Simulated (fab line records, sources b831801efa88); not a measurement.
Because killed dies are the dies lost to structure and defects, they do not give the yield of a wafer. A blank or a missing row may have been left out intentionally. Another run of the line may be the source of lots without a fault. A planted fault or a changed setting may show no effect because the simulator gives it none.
Split-lot trial    flow sfqLine    on a route of 325 steps: 5 lots, 23 wafers read

## SPLIT DETAILS
At SFQ_TRILAYER_M2_DEP_SPUTTER_055 (material Nb, target thk 200 nm, time 133.3 s), the setting timeS was moved away from the recipe's 133.3 s on 5 of the 23 wafers read, by -11.4% to +3.9%. For the rest of the wafers, this setting stayed at what the recipe calls for.

## FROM THE SPLIT TO THE READING: what the file shows between them, 4 steps
- SFQ_M2_RS_MEAS_914: measures by four-point-probe
- SFQ_TRILAYER_M2_LITHO_PEB_060: peb time 60 s (also split here: pebTempC)
- SFQ_TRILAYER_M2_LITHO_DEVELOP_059: time 60 s
- SFQ_TRILAYER_M2_BARC_OPEN_METAL_ETCH_077: etches BARC in O2, target depth 125 nm, time 41.7 s

## THE READING
oesProductAu, in a.u., at SFQ_TRILAYER_M2_ETCH_METAL_ETCH_060 (etches Nb in Cl2/Ar, stops on SiO2, target depth 240 nm, time 120 s). Typical for fault-free wafers on this fab line: 0.897 a.u., with standard deviation 0.006 a.u.

wafer   tool, chamber at the split  timeS as run, s  against the recipe  oesProductAu, a.u.  against lot-mates on the recipe
L074.1  pvdSputter-04, -            133.3            recipe              0.901               -
L074.2  pvdSputter-04, -            133.3            recipe              0.910               -
L074.3  pvdSputter-04, -            133.3            recipe              0.902               -
L074.4  pvdSputter-04, -            133.3            recipe              0.890               -
L074.6  pvdSputter-04, -            133.3            recipe              0.896               -
L075.3  pvdSputter-04, -            133.3            recipe              0.893               -
L075.4  pvdSputter-04, -            133.3            recipe              0.896               -
L075.5  pvdSputter-04, -            133.3            recipe              0.888               -
L076.2  pvdSputter-06, -            133.3            recipe              0.902               -
L076.3  pvdSputter-06, -            133.3            recipe              0.899               -
L076.4  pvdSputter-06, -            133.3            recipe              0.906               -
L076.5  pvdSputter-06, -            133.3            recipe              0.898               -
L076.6  pvdSputter-06, -            133.3            recipe              0.903               -
L077.1  pvdSputter-03, -            138.5            +3.9%               0.926               +0.027
L077.3  pvdSputter-03, -            133.3            recipe              0.900               -
L077.4  pvdSputter-03, -            138.5            +3.9%               0.926               +0.027
L077.5  pvdSputter-03, -            138.5            +3.9%               0.924               +0.025
L077.6  pvdSputter-03, -            133.3            recipe              0.899               -
L083.2  pvdSputter-03, -            118.1            -11.4%              0.849               -0.049
L083.3  pvdSputter-03, -            133.3            recipe              0.897               -
L083.4  pvdSputter-03, -            133.3            recipe              0.901               -
L083.5  pvdSputter-03, -            133.3            recipe              0.897               -
L083.6  pvdSputter-03, -            118.1            -11.4%              0.841               -0.057

FIT RESULTS
A straight line over all 23 wafers: oesProductAu changes by +0.00507 a.u. for each +1% of timeS; r = +0.96; the points scatter about the line by 0.0056 a.u.
The same after taking each lot's own level away (the mean of its wafers on the recipe; 23 wafers): +0.00501 a.u. for each +1%; r = +0.97; scatter 0.0047 a.u.
Per that fit: largest timeS move, reading shift of 0.057 a.u.
The span of the lots' own levels, 0.8923 to 0.9016 a.u., comes to 1.5 times the standard deviation stated above.
The two slopes are in agreement: the lot-to-lot level therefore moves the slope only a little.
Check: for one of the wafers moved furthest among these (-11.4%), held out of the fit, the line's prediction against its lot-mates is -0.0612 a.u. Against them it came out at -0.0493 a.u.

## FURTHER SPLITS ON THESE WAFERS
Note: prior to the reading, these wafers also went through further splits. Each is held against what the fit with the lots' levels taken away leaves over:
other split on the same wafers                  wafers away from the commonest value  r with oesProductAu (lot level and that fit taken away)
SFQ_TRILAYER_L0_LITHO_COAT_005 spinRpm          6                                     -0.23
SFQ_TRILAYER_L0_VIA_LITHO_EXPOSE_014 doseMj     7                                     -0.31
SFQ_TRILAYER_I0_CMP_CMP_028 leaveAboveRefNm     9                                     +0.33
SFQ_TRILAYER_I0_VIA_LITHO_COAT_036 resistThkNm  7                                     +0.09
SFQ_TRILAYER_I0_VIA_ETCH_VIA_ETCH_034 sourceW   7                                     +0.21
SFQ_TRILAYER_M1_LITHO_COAT_044 spinRpm          11                                    +0.19
SFQ_TRILAYER_M1_ETCH_METAL_ETCH_042 timeS       7                                     -0.16
SFQ_TRILAYER_I1_VIA_LITHO_COAT_054 spinRpm      5                                     -0.07
SFQ_TRILAYER_M2_LITHO_PEB_060 pebTempC          8                                     +0.10

## THE WHOLE CHAIN: every reading that the file lists as answering this split, in the file's order
step                                 what it does                                                         reading                                                                                   change (the file's fit)                   r (the file's)
SFQ_TRILAYER_M2_DEP_SPUTTER_055      material Nb, target thk 200 nm, time 133.3 s                         Nb_of_TRILAYER_M2_DEP_SPUTTER_055.thkNm (the simulator's own value, which no gauge read)  +2.09 nm for each +1% of the setting      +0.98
SFQ_M2_RS_MEAS_914                   measures by four-point-probe                                         M2_NB_RS                                                                                  -0.0102 for each +1% of the setting       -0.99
SFQ_TRILAYER_M2_ETCH_METAL_ETCH_060  etches Nb in Cl2/Ar, stops on SiO2, target depth 240 nm, time 120 s  oesProductAu                                                                              +0.0049 a.u. for each +1% of the setting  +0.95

## FILE'S OWN FIT
oesProductAu changes by +0.0049 a.u. for each +1% of timeS, r = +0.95.
